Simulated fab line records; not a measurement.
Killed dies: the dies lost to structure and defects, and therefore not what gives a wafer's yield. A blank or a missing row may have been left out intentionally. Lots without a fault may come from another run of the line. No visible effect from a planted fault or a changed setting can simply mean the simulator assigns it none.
Which tool did it? + flow gf180mcu + 12 lots with 36 wafers sampled at 3 steps, on a route of 602 steps

== WHAT THE GAUGES READ, wafer by wafer ==
GF_V4_THK_MEAS_03. Usual: V4_CVD_02_THK gives 853 nm (standard deviation 11).
| lot  | measured     | on            | V4_CVD_02_THK (nm) | flag |
|------|--------------|---------------|--------------------|------|
| L207 | day 23 09:11 | film_metro-01 | 836 828 841        |      |
| L208 | day 23 19:05 | film_metro-01 | 835 859 850        |      |
| L209 | day 24 08:22 | film_metro-04 | 874 849 853        |      |
| L211 | day 24 21:46 | film_metro-03 | 841 845 852        |      |
| L212 | day 25 06:40 | film_metro-01 | 833 852 856        |      |
| L218 | day 27 07:28 | film_metro-01 | 856 852 860        |      |
| L221 | day 28 02:49 | film_metro-04 | 854 849 864        |      |
| L224 | day 28 23:44 | film_metro-01 | 849 849 857        |      |
| L225 | day 29 04:17 | film_metro-01 | 850 862 864        |      |
| L226 | day 29 13:27 | film_metro-01 | 862 863 860        |      |
| L228 | day 30 00:19 | film_metro-01 | 859 859 867        |      |
| L230 | day 30 20:17 | film_metro-01 | 849 856 861        |      |

GF_V5_THK_MEAS_01. Usual: V5_CVD_00_THK gives 299 nm (standard deviation 3.1).
| lot  | measured     | on            | V5_CVD_00_THK (nm) | flag |
|------|--------------|---------------|--------------------|------|
| L207 | day 26 05:22 | film_metro-01 | 303 300 298        |      |
| L208 | day 26 15:47 | film_metro-03 | 294 298 296        |      |
| L209 | day 27 02:55 | film_metro-01 | 300 299 301        |      |
| L211 | day 27 16:05 | film_metro-01 | 307 299 301        |      |
| L212 | day 27 23:52 | film_metro-01 | 305 300 302        |      |
| L218 | day 29 21:59 | film_metro-02 | 300 301 296        |      |
| L221 | day 30 15:49 | film_metro-03 | 294 299 295        |      |
| L224 | day 31 10:22 | film_metro-02 | 296 296 296        |      |
| L225 | day 31 14:37 | film_metro-02 | 298 301 303        |      |
| L226 | day 31 22:14 | film_metro-01 | 294 297 292        |      |
| L228 | day 32 09:02 | film_metro-01 | 300 297 292        |      |
| L230 | day 33 03:13 | film_metro-02 | 299 299 298        |      |

== EACH LOT AND THE TOOL THAT RAN IT (in order: tool; ch and the chambers of the sampled wafers; start) ==
| lot  | GF_M5_STRIP_11                       |
|------|--------------------------------------|
| L207 | plasma_asher-03 ch 0,1, day 26 04:45 |
| L208 | plasma_asher-04 ch 0,1, day 26 15:12 |
| L209 | plasma_asher-04 ch 0,1, day 27 02:20 |
| L211 | plasma_asher-04 ch 0,1, day 27 15:30 |
| L212 | plasma_asher-03 ch 0,1, day 27 23:17 |
| L218 | plasma_asher-01 ch 0,1, day 29 21:24 |
| L221 | plasma_asher-01 ch 0,1, day 30 15:13 |
| L224 | plasma_asher-03 ch 0,1, day 31 09:47 |
| L225 | plasma_asher-03 ch 0,1, day 31 14:00 |
| L226 | plasma_asher-03 ch 1, day 31 21:39   |
| L228 | plasma_asher-01 ch 1, day 32 08:27   |
| L230 | plasma_asher-01 ch 0,1, day 33 02:38 |
- GF_M5_STRIP_11: strips in O2/N2.

== AS READ BY THE TOOLS THEMSELVES (means over the sampled wafers that have a number; for cases with no such wafer, the mark the record gives instead) ==
GF_M5_STRIP_11. Usual: chamber_pressure_mTorr 1500.0 mTorr, standard deviation 1.4; drypump_motor_current_A 5.9 A, standard deviation 0.43; heater_power_w 299 W, standard deviation 20; o2_flow_sccm 3001 sccm, standard deviation 9.2; oes_product_au 0.522 a.u., standard deviation 0.0054; platen_temp_c 250.00 C, standard deviation 0.17; strip_time_to_endpoint_s 7.02 s, standard deviation 0.047.
| lot  | tool            | chamber_pressure_mTorr (mTorr) | drypump_motor_current_A (A) | heater_power_w (W) | o2_flow_sccm (sccm) | oes_product_au (a.u.) | platen_temp_c (C) | strip_time_to_endpoint_s (s) | flag |
|------|-----------------|--------------------------------|-----------------------------|--------------------|---------------------|-----------------------|-------------------|------------------------------|------|
| L207 | plasma_asher-03 | 1498.7                         | 6.1                         | 293                | 3002                | 0.521                 | 249.95            | 7.02                         |      |
| L208 | plasma_asher-04 | 1498.9                         | 5.5                         | 304                | 3006                | 0.517                 | 250.05            | 6.99                         |      |
| L209 | plasma_asher-04 | 1499.3                         | 5.2                         | 290                | 3002                | 0.525                 | 249.94            | 7.09                         |      |
| L211 | plasma_asher-04 | 1500.3                         | 5.2                         | 291                | 3003                | 0.517                 | 250.00            | 6.95                         |      |
| L212 | plasma_asher-03 | 1499.8                         | 6.3                         | 287                | 2992                | 0.521                 | 249.91            | 6.98                         |      |
| L218 | plasma_asher-01 | 1500.4                         | 6.1                         | 310                | 2993                | 0.515                 | 250.10            | 6.98                         |      |
| L221 | plasma_asher-01 | 1500.9                         | 6.1                         | 307                | 3006                | 0.522                 | 249.91            | 7.02                         |      |
| L224 | plasma_asher-03 | 1501.1                         | 6.3                         | 284                | 3011                | 0.525                 | 250.08            | 7.02                         |      |
| L225 | plasma_asher-03 | 1498.8                         | 6.3                         | 285                | 2998                | 0.524                 | 250.06            | 7.04                         |      |
| L226 | plasma_asher-03 | 1501.1                         | 6.0                         | 303                | 3004                | 0.525                 | 250.01            | 7.07                         |      |
| L228 | plasma_asher-01 | 1499.0                         | 6.0                         | 294                | 2999                | 0.524                 | 249.67            | 7.01                         |      |
| L230 | plasma_asher-01 | 1501.1                         | 6.1                         | 306                | 3007                | 0.525                 | 250.00            | 7.05                         |      |

== THE ANSWER, worked out from the rows above alone ==
Rule: take the mean of a lot's wafers that have a number; if it is more than 3 standard deviations from the usual mean, the lot is off. A lot without any number at a reading at which 4 lots or more have one is off too. Any other lot the step has rows for is counted as sound. Order of review: gauges by route order, followed by the tools' own readings, for which a lot's mean as printed above is used. The first step at which some lot is off is used, and at that step the reading that is off furthest; a lot without a number counts as furthest.
Nothing can be told from this: no lot is off at any reading shown.

== WHAT THE SIMULATOR HAD PUT IN ==
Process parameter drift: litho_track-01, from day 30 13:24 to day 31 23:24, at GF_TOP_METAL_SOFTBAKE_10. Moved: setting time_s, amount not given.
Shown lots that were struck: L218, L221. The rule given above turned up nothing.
